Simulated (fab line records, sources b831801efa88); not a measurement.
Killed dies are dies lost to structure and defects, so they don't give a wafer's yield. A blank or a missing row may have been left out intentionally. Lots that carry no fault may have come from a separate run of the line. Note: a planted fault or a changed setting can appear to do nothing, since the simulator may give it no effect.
fab line records	flow sky130
record: lots: 11	wafers: 33	last_day: 50
route steps=708 shown CONTACT@429 METAL1@437 VIA1@471 PAD_OPEN@708
lots that met no fault: from a run of the same line without faults
start_h: start of the lot's first displayed wafer, in hours after the record's first day	wait_h: hours elapsed since this lot's preceding step	" identical to the entry in the row above	L1.1+2: a row that stands for several wafers	- either no value or no given start	* or withheld: withheld	< > ~ a bound
route shown NAME@n: NAME is a module with steps in the file, n the number in the route of the first one	usual: mean/standard deviation of fault-free wafers	same: alike in all rows	chamber/n: place in a boat	sites: per-site readings	_std_site: standard deviation of those values	_edge_site: the outer-site mean with the inner-site mean subtracted	radius_mm: how far each site lies from the wafer's centre	mask NAME#n: copy n	behind: tool/chamber where the wafer was last shaped	hold: why the lot was held/for how many hours/how that ended	device: transistor that didn't switch, given as n, p or np	end of line: tests run on the same wafers once the route is complete	a step without rows: its recipe alone	killed: count of dies lost to structure and defects at first sort (not the wafer's yield)	map: a wafer's dies, x killed, . not, _ none there
set.NAME: setting as actually run; set.NAME@STEP: the setting as run at that earlier step	model.NAME: the simulator's own value behind a step, which no gauge read
the route's steps for a sample of lots (tables are steps, rows are wafers)
services: from which hour (start_h, from the record's first day; less than 0 if before it) a tool's chamber was out of use, for how many hours, and why
== steps ==
step: SKY_CONTACT_SPUTTER_23
recipe: material: TiN	target_thk_nm: 20	chamber_pressure_pa: 5	power_w: 4000	time_s: 80
usual: throttle_valve_pct: 29.9/0.89
lot.wafer	tool	chamber	start_h	wait_h	throttle_valve_pct
L435.1	pvd_sputter-01	-	734.11	0.0	30.9
L435.2	"	-	"	"	31.4
L435.3	"	-	"	"	29.7
L436.1	pvd_sputter-03	-	755.42	0.0	29.9
L436.2	"	-	"	"	29.3
L436.5	"	-	"	"	29.4
L438.2	pvd_sputter-01	-	768.02	0.0	30.1
L438.3	"	-	"	"	31.8
L438.5	"	-	"	"	31.0
L443.2	pvd_sputter-02	-	807.77	0.0	29.1
L443.3	"	-	"	"	30.5
L443.6	"	-	"	"	28.6
L442.2	pvd_sputter-01	-	812.79	0.0	31.0
L442.4	"	-	"	"	30.6
L442.5	"	-	"	"	30.8
L444.3	pvd_sputter-02	-	816.54	0.0	30.2
L444.4	"	-	"	"	28.2
L444.5	"	-	"	"	29.4
L448.4	pvd_sputter-02	-	842.90	0.0	29.1
L448.5	"	-	"	"	28.4
L448.6	"	-	"	"	29.3
L449.1	pvd_sputter-02	-	851.38	0.0	30.3
L449.4	"	-	"	"	29.3
L449.6	"	-	"	"	30.3
L455.1	pvd_sputter-01	-	893.85	0.0	31.5
L455.3	"	-	"	"	30.8
L455.6	"	-	"	"	29.5
L456.2	pvd_sputter-01	-	905.74	0.0	30.5
L456.4	"	-	"	"	31.5
L456.5	"	-	"	"	30.9
L458.2	pvd_sputter-02	-	911.13	0.0	29.3
L458.3	"	-	"	"	29.2
L458.4	"	-	"	"	28.4
step: SKY_METAL1_SPUTTER_03
recipe: material: Ti	target_thk_nm: 5	power_w: 3000	time_s: 3.3	chamber_pressure_pa: 0.4
usual: throttle_valve_pct: 29.8/1.1
lot.wafer	tool	chamber	start_h	wait_h	throttle_valve_pct
L435.1	pvd_sputter-04	-	734.83	0.0	29.9
L435.2	"	-	"	"	27.6
L435.3	"	-	"	"	28.7
L436.1	pvd_sputter-01	-	756.14	0.0	30.6
L436.2	"	-	"	"	29.8
L436.5	"	-	"	"	29.4
L438.2	pvd_sputter-03	-	768.74	0.0	29.5
L438.3	"	-	"	"	29.5
L438.5	"	-	"	"	29.3
L443.2	pvd_sputter-01	-	808.49	0.0	30.7
L443.3	"	-	"	"	30.9
L443.6	"	-	"	"	30.1
L442.2	pvd_sputter-04	-	813.51	0.0	28.4
L442.4	"	-	"	"	31.2
L442.5	"	-	"	"	27.8
L444.3	pvd_sputter-01	-	817.27	0.0	30.7
L444.4	"	-	"	"	30.8
L444.5	"	-	"	"	31.6
L448.4	pvd_sputter-03	-	843.62	0.0	29.6
L448.5	"	-	"	"	29.2
L448.6	"	-	"	"	29.2
L449.1	pvd_sputter-01	-	852.11	0.0	31.2
L449.4	"	-	"	"	29.7
L449.6	"	-	"	"	31.4
L455.1	pvd_sputter-03	-	894.68	0.0	29.9
L455.3	"	-	"	"	28.9
L455.6	"	-	"	"	29.5
L456.2	pvd_sputter-03	-	906.47	0.0	29.3
L456.4	"	-	"	"	29.1
L456.5	"	-	"	"	29.4
L458.2	pvd_sputter-03	-	911.86	0.0	29.3
L458.3	"	-	"	"	29.8
L458.4	"	-	"	"	29.7
step: SKY_VIA1_OVL_MEAS_13
usual: VIA1_OVL: -1/6.2
lot.wafer	tool	chamber	start_h	wait_h	VIA1_OVL[nm]
L435.1	overlay-01	-	791.32	0.1	2
L435.2	"	-	"	"	6
L435.3	"	-	"	"	17
L436.1	overlay-01	-	810.73	0.1	-10
L436.2	"	-	"	"	-10
L436.5	"	-	"	"	-1
L438.2	overlay-02	-	824.04	0.1	0
L438.3	"	-	"	"	-2
L438.5	"	-	"	"	-2
L443.2	overlay-02	-	863.08	0.1	-9
L443.3	"	-	"	"	-5
L443.6	"	-	"	"	-7
L442.2	overlay-02	-	868.50	0.1	3
L442.4	"	-	"	"	4
L442.5	"	-	"	"	-1
L444.3	overlay-01	-	872.84	0.1	0
L444.4	"	-	"	"	-9
L444.5	"	-	"	"	0
L448.4	overlay-02	-	897.44	0.1	3
L448.5	"	-	"	"	1
L448.6	"	-	"	"	-5
L449.1	overlay-01	-	905.67	0.1	1
L449.4	"	-	"	"	-7
L449.6	"	-	"	"	5
L455.1	overlay-02	-	946.53	0.1	-5
L455.3	"	-	"	"	-5
L455.6	"	-	"	"	-8
L456.2	overlay-01	-	957.28	0.1	-7
L456.4	"	-	"	"	-3
L456.5	"	-	"	"	-1
L458.2	overlay-01	-	962.68	0.1	-1
L458.3	"	-	"	"	-2
L458.4	"	-	"	"	-2
step: SKY_VIA1_ETCH_15
recipe: target: SiO2	chemistry: C4F8/O2/Ar	target_depth_nm: 351	stop_on: TiN	mask_material: KrF-thick	source_w: 1500	bias_w: 1200	pressure_mtorr: 40	c4f8_flow_sccm: withheld	O2_flow_sccm: 6	Ar_flow_sccm: 300	time_s: 54
usual: oes_product_au: 0.982/0.0058
lot.wafer	tool	chamber	start_h	wait_h	oes_product_au	rf_hours_counter_h
L435.1	rie_diel-04	0	791.40	0.0	0.981	15
L435.2	"	1	"	"	0.983	4
L435.3	"	3	"	"	0.979	17
L436.1	rie_diel-02	3	810.81	0.0	0.977	6
L436.2	"	2	"	"	0.984	11
L436.5	"	1	"	"	0.987	-
L438.2	rie_diel-01	2	824.11	0.0	0.986	8
L438.3	"	1	"	"	0.975	0
L438.5	"	3	"	"	0.978	-
L443.2	rie_diel-01	1	863.15	0.0	0.981	1
L443.3	"	2	"	"	0.980	10
L443.6	"	3	"	"	0.973	-
L442.2	rie_diel-02	1	868.58	0.0	0.980	20
L442.4	"	0	"	"	0.983	9
L442.5	"	0	"	"	0.972	-
L444.3	rie_diel-02	1	872.90	0.0	0.981	20
L444.4	"	0	"	"	0.989	10
L444.5	"	0	"	"	0.986	-
L448.4	rie_diel-02	1	897.50	0.0	0.985	21
L448.5	"	0	"	"	0.981	-
L448.6	"	3	"	"	0.976	-
L449.1	rie_diel-02	2	905.75	0.0	0.976	14
L449.4	"	1	"	"	0.982	21
L449.6	"	0	"	"	0.973	-
L455.1	rie_diel-02	0	946.61	0.0	0.971	11
L455.3	"	1	"	"	0.989	22
L455.6	"	1	"	"	0.994	-
L456.2	rie_diel-04	0	957.35	0.0	0.993	20
L456.4	"	3	"	"	0.989	21
L456.5	"	2	"	"	0.988	-
L458.2	rie_diel-01	3	962.75	0.0	0.992	7
L458.3	"	0	"	"	0.984	23
L458.4	"	1	"	"	0.970	5
step: SKY_VIA1_STRIP_16
recipe: chemistry: O2/N2	power_w: 1400	pressure_mtorr: 1500	platen_temp_c: withheld	o2_flow_sccm: 3000	n2_flow_sccm: 300	overash_fraction: 0.5
usual: drypump_motor_current_A: 5.5/0.41	oes_product_au: 0.416/0.0047	strip_time_to_endpoint_s: 4.459/0.026
same: overash_fraction: 0.5
lot.wafer	tool	chamber	start_h	wait_h	drypump_motor_current_A	oes_product_au	rf_hours_counter_h	strip_time_to_endpoint_s
L435.1	plasma_asher-02	0	791.45	0.0	5.0	0.425	4	4.475
L435.2	"	1	"	"	5.7	0.425	4	4.501
L435.3	"	1	"	"	5.8	0.418	-	4.456
L436.1	plasma_asher-02	0	810.86	0.0	5.0	0.410	6	4.423
L436.2	"	1	"	"	5.7	0.419	6	4.466
L436.5	"	1	"	"	5.8	0.423	-	4.431
L438.2	plasma_asher-04	0	824.16	0.0	5.1	0.421	102	4.483
L438.3	"	0	"	"	5.1	0.413	-	4.478
L438.5	"	1	"	"	5.9	0.416	-	4.466
L443.2	plasma_asher-02	0	863.20	0.0	5.0	0.424	11	4.428
L443.3	"	1	"	"	5.8	0.419	-	4.450
L443.6	"	0	"	"	5.0	0.423	-	4.485
L442.2	plasma_asher-01	1	868.62	0.0	5.0	0.408	42	4.467
L442.4	"	0	"	"	6.1	0.421	-	4.464
L442.5	"	0	"	"	6.1	0.418	-	4.456
L444.3	plasma_asher-02	1	872.98	0.1	5.7	0.421	-	4.438
L444.4	"	0	"	"	5.0	0.408	-	4.469
L444.5	"	1	"	"	5.7	0.415	-	4.432
L448.4	plasma_asher-02	1	897.58	0.1	5.7	0.416	-	4.444
L448.5	"	1	"	"	5.7	0.411	-	4.460
L448.6	"	0	"	"	5.0	0.422	-	4.454
L449.1	plasma_asher-02	1	905.79	0.0	5.7	0.417	15	4.456
L449.4	"	1	"	"	5.7	0.418	-	4.439
L449.6	"	1	"	"	5.7	0.412	-	4.433
L455.1	plasma_asher-01	1	946.66	0.0	5.0	0.410	50	4.456
L455.3	"	1	"	"	5.0	0.413	-	4.414
L455.6	"	0	"	"	6.1	0.402	-	4.105
L456.2	plasma_asher-04	0	957.40	0.0	5.1	0.414	117	4.430
L456.4	"	1	"	"	5.8	0.413	-	4.402
L456.5	"	0	"	"	5.1	0.413	-	4.385
L458.2	plasma_asher-04	1	962.79	0.0	5.8	0.413	118	4.458
L458.3	"	0	"	"	5.1	0.420	-	4.478
L458.4	"	1	"	"	5.8	0.415	-	4.452
step: SKY_PAD_OPEN_PROBE_99
usual: defect_limited_yield: 82.6/1.8	killed_at_M0_to_M3: 43/6.6	killed_at_M4_up: 2.9/1.6	killed_at_contacts: 24/4.9	killed_at_front_end: 15/4.5	killed_at_other: 0.2/0.45	killed_dies: 86/8.8	killed_open: 48/6.4	killed_short: 38/5.6	sort_bin_3_pad_short: 0.8/0.38	sort_bin_5_function: 10.2/1.4	sort_bin_6_memory: 6.4/1.1	sort_n_pass: 406/8.8	sort_yield_pct: 82.6/1.8
same: gross_dies: 492	killed_at_back_side: 0	sort_bin_4_leakage[%]: 0	sort_bin_8_speed[%]: 0
lot.wafer	tool	chamber	start_h	wait_h	defect_limited_yield[%]	killed_at_M0_to_M3	killed_at_M4_up	killed_at_contacts	killed_at_front_end	killed_at_other	killed_dies	killed_open	killed_short	sort_bin_3_pad_short[%]	sort_bin_5_function[%]	sort_bin_6_memory[%]	sort_n_pass	sort_yield_pct[%]
L435.1	prober-01	-	1075.66	0.1	83.5	39	3	20	18	1	81	48	33	1.0	10.0	5.5	411	83.5
L435.2	prober-01	-	1075.71	0.1	85.6	39	4	16	12	0	71	35	36	0.8	7.9	5.7	421	85.6
L435.3	prober-01	-	1075.76	0.2	84.1	41	3	17	16	1	78	44	34	1.0	8.1	6.7	414	84.1
L436.1	prober-02	-	1092.79	0.1	83.5	47	7	20	7	0	81	40	41	0.2	10.6	5.7	411	83.5
L436.2	prober-02	-	1092.84	0.1	81.7	50	1	24	14	1	90	49	41	0.8	11.6	5.9	402	81.7
L436.5	prober-02	-	1092.99	0.2	81.5	52	2	24	11	2	91	51	40	0.8	11.0	6.7	401	81.5
L438.2	prober-02	-	1102.99	0.1	84.1	42	6	19	11	0	78	46	32	0.4	10.4	5.1	414	84.1
L438.3	prober-02	-	1103.04	0.2	81.3	44	0	27	21	0	92	55	37	0.8	12.2	5.7	400	81.3
L438.5	prober-02	-	1103.14	0.2	86.0	42	6	11	9	1	69	36	33	0.2	8.9	4.9	423	86.0
L443.2	prober-02	-	1133.44	0.1	81.5	46	3	17	24	1	91	51	40	1.2	10.8	6.5	401	81.5
L443.3	prober-02	-	1133.49	0.2	81.1	50	5	25	13	0	93	48	45	0.4	9.1	9.3	399	81.1
L443.6	prober-02	-	1133.64	0.2	81.3	48	1	24	19	0	92	53	39	0.8	10.8	7.1	400	81.3
L442.2	prober-01	-	1136.98	0.1	81.7	41	4	30	15	0	90	46	44	1.0	10.4	6.9	402	81.7
L442.4	prober-01	-	1137.08	0.2	80.9	53	3	27	11	0	94	57	37	1.2	10.4	7.5	398	80.9
L442.5	prober-01	-	1137.13	0.2	82.1	42	1	24	21	0	88	45	43	1.0	10.4	6.5	404	82.1
L444.3	prober-01	-	1141.39	0.2	82.1	40	3	32	13	0	88	50	38	0	11.4	6.5	404	82.1
L444.4	prober-01	-	1141.44	0.2	85.4	42	0	18	12	0	72	36	36	1.0	7.9	5.7	420	85.4
L444.5	prober-01	-	1141.49	0.2	83.1	35	3	24	20	1	83	44	39	0.8	9.8	6.3	409	83.1
L448.4	prober-01	-	1157.63	0.2	81.3	57	2	20	12	1	92	53	39	0.4	11.2	7.1	400	81.3
L448.5	prober-01	-	1157.68	0.2	83.5	48	1	23	9	0	81	42	39	0.2	8.9	7.3	411	83.5
L448.6	prober-01	-	1157.73	0.2	80.7	57	3	21	14	0	95	56	39	0.4	13.0	5.9	397	80.7
L449.1	prober-02	-	1162.78	0.1	81.7	42	2	30	16	0	90	51	39	0.6	11.0	6.7	402	81.7
L449.4	prober-02	-	1162.93	0.2	82.3	40	3	29	15	0	87	47	40	1.0	10.8	5.9	405	82.3
L449.6	prober-02	-	1163.03	0.2	84.8	41	0	19	15	0	75	35	40	0.4	9.3	5.5	417	84.8
L455.1	prober-02	-	1190.37	0.1	83.9	45	1	19	14	0	79	44	35	1.2	9.1	5.7	413	83.9
L455.3	prober-02	-	1190.47	0.2	81.5	41	3	30	16	1	91	42	49	0.8	11.8	5.9	401	81.5
L455.6	prober-02	-	1190.62	0.2	81.1	46	2	27	16	2	93	52	41	0.4	11.8	6.7	399	81.1
L456.2	prober-01	-	1202.89	0.1	86.4	29	5	26	7	0	67	40	27	0.2	8.1	5.3	425	86.4
L456.4	prober-01	-	1202.99	0.2	82.3	39	2	33	13	0	87	45	42	0.8	10.8	6.1	405	82.3
L456.5	prober-01	-	1203.04	0.2	84.1	40	5	29	4	0	78	41	37	0.6	8.5	6.7	414	84.1
L458.2	prober-01	-	1204.85	0.1	83.3	37	5	23	17	0	82	49	33	0.8	10.8	5.1	410	83.3
L458.3	prober-01	-	1204.90	0.2	83.1	46	2	24	11	0	83	47	36	0.6	10.2	6.1	409	83.1
L458.4	prober-01	-	1204.95	0.2	84.1	37	2	20	19	0	78	42	36	0.4	10.2	5.3	414	84.1
killed by level:class
L435.1 VIA1:geometric_particle:open=10 VIA3:geometric_particle:open=6 LI_CONTACT:geometric_particle:open=6 FIELD_ISO:geometric_particle:open=5 CONTACT:geometric_particle:open=5 VIA2:geometric_particle:open=5 METAL3:geometric_particle:short=4 VIA3:geometric_particle:short=4
L435.2 VIA1:geometric_particle:open=12 FIELD_ISO:geometric_particle:short=7 CONTACT:geometric_particle:open=6 METAL2:geometric_particle:short=6 VIA2:geometric_particle:open=5 METAL1:geometric_particle:short=4 METAL4:geometric_particle:short=4 LOCAL_INTERCONNECT:geometric_particle:short=3
L435.3 VIA2:geometric_particle:open=11 VIA1:geometric_particle:open=9 LOCAL_INTERCONNECT:geometric_particle:short=6 FIELD_ISO:geometric_particle:open=3 METAL1:geometric_particle:short=3 POLY_GATE:geometric_particle:open=3 POLY_CUT:geometric_particle:short=3 LI_CONTACT:geometric_particle:open=3
L436.1 VIA1:geometric_particle:open=9 METAL1:geometric_particle:short=8 LI_CONTACT:geometric_particle:open=7 VIA1:geometric_particle:short=7 METAL2:geometric_particle:short=7 CONTACT:geometric_particle:open=6 VIA2:geometric_particle:open=5 LOCAL_INTERCONNECT:geometric_particle:short=4
L436.2 VIA1:geometric_particle:open=12 CONTACT:geometric_particle:open=10 VIA2:geometric_particle:short=8 METAL1:geometric_particle:short=6 VIA3:geometric_particle:open=5 LI_CONTACT:geometric_particle:open=5 FIELD_ISO:geometric_particle:open=4 FIELD_ISO:geometric_particle:short=4
L436.5 VIA2:geometric_particle:open=14 CONTACT:geometric_particle:open=12 VIA1:geometric_particle:open=8 METAL2:geometric_particle:short=7 VIA3:geometric_particle:open=6 VIA1:geometric_particle:short=6 CONTACT:geometric_particle:short=5 VIA2:geometric_particle:short=5
L438.2 VIA1:geometric_particle:open=13 LI_CONTACT:geometric_particle:open=10 METAL1:geometric_particle:short=6 METAL2:geometric_particle:short=5 VIA2:geometric_particle:open=5 POLY_GATE:geometric_particle:open=4 CONTACT:geometric_particle:open=4 METAL4:geometric_particle:short=4
L438.3 LI_CONTACT:geometric_particle:open=10 VIA1:geometric_particle:open=10 CONTACT:geometric_particle:open=9 POLY_GATE:geometric_particle:short=8 VIA3:geometric_particle:open=6 VIA3:geometric_particle:short=6 VIA2:geometric_particle:open=6 POLY_GATE:geometric_particle:open=5
L438.5 VIA1:geometric_particle:open=9 METAL2:geometric_particle:short=5 METAL3:geometric_particle:short=5 VIA2:geometric_particle:open=5 VIA3:geometric_particle:open=5 METAL4:geometric_particle:short=5 LI_CONTACT:geometric_particle:open=4 CONTACT:geometric_particle:open=4
L443.2 VIA1:geometric_particle:open=11 VIA3:geometric_particle:open=9 METAL2:geometric_particle:short=6 FIELD_ISO:geometric_particle:short=5 FIELD_ISO:geometric_particle:open=5 POLY_GATE:geometric_particle:short=5 VIA3:geometric_particle:short=5 LI_CONTACT:geometric_particle:open=5
L443.3 VIA1:geometric_particle:open=13 METAL1:geometric_particle:short=9 LI_CONTACT:geometric_particle:open=8 VIA2:geometric_particle:open=7 VIA3:geometric_particle:open=7 FIELD_ISO:geometric_particle:short=5 CONTACT:geometric_particle:open=5 LOCAL_INTERCONNECT:geometric_particle:short=5
L443.6 CONTACT:geometric_particle:open=12 VIA1:geometric_particle:open=12 VIA2:geometric_particle:open=9 POLY_GATE:geometric_particle:open=7 VIA2:geometric_particle:short=7 VIA1:geometric_particle:short=6 VIA3:geometric_particle:open=5 FIELD_ISO:geometric_particle:short=4
L442.2 CONTACT:geometric_particle:open=12 CONTACT:geometric_particle:short=7 FIELD_ISO:geometric_particle:open=6 VIA1:geometric_particle:open=6 VIA3:geometric_particle:open=6 VIA2:geometric_particle:open=5 METAL1:geometric_particle:short=5 LI_CONTACT:geometric_particle:open=4
L442.4 VIA1:geometric_particle:open=15 LI_CONTACT:geometric_particle:open=10 VIA1:geometric_particle:short=7 METAL2:geometric_particle:short=7 CONTACT:geometric_particle:open=6 VIA3:geometric_particle:open=6 METAL2:geometric_particle:open=5 VIA3:geometric_particle:short=5
L442.5 FIELD_ISO:geometric_particle:short=8 LI_CONTACT:geometric_particle:open=7 VIA2:geometric_particle:open=7 VIA3:geometric_particle:open=6 CONTACT:geometric_particle:short=6 CONTACT:geometric_particle:open=5 VIA1:geometric_particle:short=5 FIELD_ISO:geometric_particle:open=4
L444.3 LI_CONTACT:geometric_particle:open=11 CONTACT:geometric_particle:open=10 VIA1:geometric_particle:open=9 FIELD_ISO:geometric_particle:open=8 VIA1:geometric_particle:short=6 VIA3:geometric_particle:short=4 LI_CONTACT:geometric_particle:short=4 METAL1:geometric_particle:short=4
L444.4 LI_CONTACT:geometric_particle:open=8 VIA1:geometric_particle:open=8 METAL1:geometric_particle:short=7 VIA3:geometric_particle:short=5 LI_CONTACT:geometric_particle:short=4 CONTACT:geometric_particle:open=4 VIA2:geometric_particle:open=4 VIA3:geometric_particle:open=4
L444.5 CONTACT:geometric_particle:open=13 VIA1:geometric_particle:open=12 FIELD_ISO:geometric_particle:short=7 VIA1:geometric_particle:short=5 METAL3:geometric_particle:short=5 FIELD_ISO:geometric_particle:open=4 LOCAL_INTERCONNECT:geometric_particle:short=4 CONTACT:geometric_particle:short=4
L448.4 VIA1:geometric_particle:open=11 VIA2:geometric_particle:open=9 CONTACT:geometric_particle:open=8 VIA3:geometric_particle:open=7 VIA1:geometric_particle:short=6 VIA3:geometric_particle:short=6 METAL2:geometric_particle:short=5 METAL3:geometric_particle:short=5
L448.5 VIA1:geometric_particle:open=12 CONTACT:geometric_particle:short=8 CONTACT:geometric_particle:open=8 VIA3:geometric_particle:open=7 VIA2:geometric_particle:open=6 METAL3:geometric_particle:short=6 VIA1:geometric_particle:short=5 POLY_GATE:geometric_particle:open=4
L448.6 VIA1:geometric_particle:open=23 VIA3:geometric_particle:open=9 CONTACT:geometric_particle:open=7 METAL1:geometric_particle:short=6 METAL2:geometric_particle:short=6 LI_CONTACT:geometric_particle:open=5 CONTACT:geometric_particle:short=5 VIA1:geometric_particle:short=4
L449.1 CONTACT:geometric_particle:open=13 VIA1:geometric_particle:open=9 CONTACT:geometric_particle:short=8 FIELD_ISO:geometric_particle:open=7 VIA3:geometric_particle:open=7 METAL1:geometric_particle:short=6 METAL2:geometric_particle:short=5 VIA2:geometric_particle:open=5
L449.4 CONTACT:geometric_particle:open=14 METAL2:geometric_particle:short=10 VIA1:geometric_particle:open=9 VIA2:geometric_particle:open=6 VIA3:geometric_particle:open=6 FIELD_ISO:geometric_particle:short=5 LI_CONTACT:geometric_particle:open=5 METAL1:geometric_particle:short=5
L449.6 VIA1:geometric_particle:short=8 METAL1:geometric_particle:short=7 CONTACT:geometric_particle:open=6 VIA2:geometric_particle:open=6 VIA3:geometric_particle:short=5 LOCAL_INTERCONNECT:geometric_particle:short=5 FIELD_ISO:geometric_particle:open=4 FIELD_ISO:geometric_particle:short=4
L455.1 VIA1:geometric_particle:open=10 METAL1:geometric_particle:short=8 VIA2:geometric_particle:open=8 CONTACT:geometric_particle:open=7 FIELD_ISO:geometric_particle:open=5 LI_CONTACT:geometric_particle:open=5 CONTACT:geometric_particle:short=5 VIA1:geometric_particle:short=5
L455.3 CONTACT:geometric_particle:open=14 VIA1:geometric_particle:open=8 METAL1:geometric_particle:short=8 METAL2:geometric_particle:short=6 POLY_GATE:geometric_particle:short=5 CONTACT:geometric_particle:short=5 FIELD_ISO:geometric_particle:open=4 LI_CONTACT:geometric_particle:open=4
L455.6 VIA3:geometric_particle:open=12 VIA1:geometric_particle:open=10 LOCAL_INTERCONNECT:geometric_particle:short=8 CONTACT:geometric_particle:open=8 LI_CONTACT:geometric_particle:open=6 VIA2:geometric_particle:open=4 CONTACT:geometric_particle:short=4 VIA1:geometric_particle:short=4
L456.2 LI_CONTACT:geometric_particle:open=9 CONTACT:geometric_particle:open=7 VIA2:geometric_particle:open=5 VIA3:geometric_particle:open=5 LOCAL_INTERCONNECT:geometric_particle:short=4 METAL4:geometric_particle:short=4 VIA1:geometric_particle:short=4 METAL2:geometric_particle:short=4
L456.4 CONTACT:geometric_particle:open=10 CONTACT:geometric_particle:short=9 VIA1:geometric_particle:open=9 VIA1:geometric_particle:short=7 METAL1:geometric_particle:short=6 VIA2:geometric_particle:open=6 VIA3:geometric_particle:open=6 LI_CONTACT:geometric_particle:open=5
L456.5 CONTACT:geometric_particle:open=14 VIA1:geometric_particle:open=8 METAL2:geometric_particle:short=8 CONTACT:geometric_particle:short=6 VIA2:geometric_particle:open=5 METAL4:geometric_particle:short=5 LI_CONTACT:geometric_particle:open=4 METAL1:geometric_particle:short=4
L458.2 VIA3:geometric_particle:open=9 LI_CONTACT:geometric_particle:open=8 CONTACT:geometric_particle:open=8 POLY_GATE:geometric_particle:short=6 VIA1:geometric_particle:open=6 VIA2:geometric_particle:open=5 METAL1:geometric_particle:short=5 FIELD_ISO:geometric_particle:short=4
L458.3 LI_CONTACT:geometric_particle:open=10 VIA1:geometric_particle:open=10 VIA3:geometric_particle:open=8 VIA2:geometric_particle:open=6 VIA2:geometric_particle:short=6 VIA3:geometric_particle:short=5 FIELD_ISO:geometric_particle:open=4 METAL2:geometric_particle:short=4
L458.4 CONTACT:geometric_particle:open=10 METAL1:geometric_particle:short=8 METAL2:geometric_particle:short=7 VIA1:geometric_particle:open=6 VIA2:geometric_particle:open=6 FIELD_ISO:geometric_particle:short=5 POLY_GATE:geometric_particle:open=5 LOCAL_INTERCONNECT:geometric_particle:short=5
== services ==
tool	chamber	start_h	hours	kind
rie_diel-01	1	720.09	8.3	repair
pvd_sputter-01	-	721.31	8.6	repair
rie_diel-02	3	724.93	6.5	repair
plasma_asher-02	-	733.75	9.0	pm
plasma_asher-01	-	735.68	1.2	repair
rie_diel-02	0	742.45	4.2	repair
pvd_sputter-01	-	746.08	0.6	repair
pvd_sputter-04	-	749.74	23.4	repair
plasma_asher-02	-	762.01	2.1	repair
rie_diel-01	1	781.14	7.7	repair
pvd_sputter-03	-	783.06	4.4	repair
rie_diel-01	2	789.10	4.2	repair
rie_diel-02	-	795.79	0.6	repair
rie_diel-02	-	815.16	4.3	pm
pvd_sputter-01	-	832.34	1.9	repair
plasma_asher-02	-	844.87	4.4	repair
rie_diel-01	3	849.70	8.1	repair
plasma_asher-02	-	907.51	1.2	repair
pvd_sputter-03	-	914.28	8.7	repair
pvd_sputter-01	-	916.24	2.6	repair
rie_diel-01	-	919.86	0.4	repair
plasma_asher-02	-	923.91	30.0	repair
rie_diel-02	2	946.10	2.4	repair
pvd_sputter-03	-	955.17	2.2	repair
== key ==
first_sign: step: SKY_VIA1_STRIP_16	reading: strip_time_to_endpoint_s	direction: down	sigmas: 14	usual: *	struck: *
effect none on later readings
met_at SKY_VIA1_ETCH_15
struck_lots L455
struck_wafers L455.6
not_acting_at SKY_CONTACT_SPUTTER_23,SKY_METAL1_SPUTTER_03,SKY_VIA1_OVL_MEAS_13
onset_between 905.75 946.61
fault: kind: process_parameter_drift	tool: rie_diel-02	chamber: -	onset_h: 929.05	steps: SKY_VIA1_ETCH_15	channel: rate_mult	offset: 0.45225	shape: step	end_h: 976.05	scope: struck_wafers_only
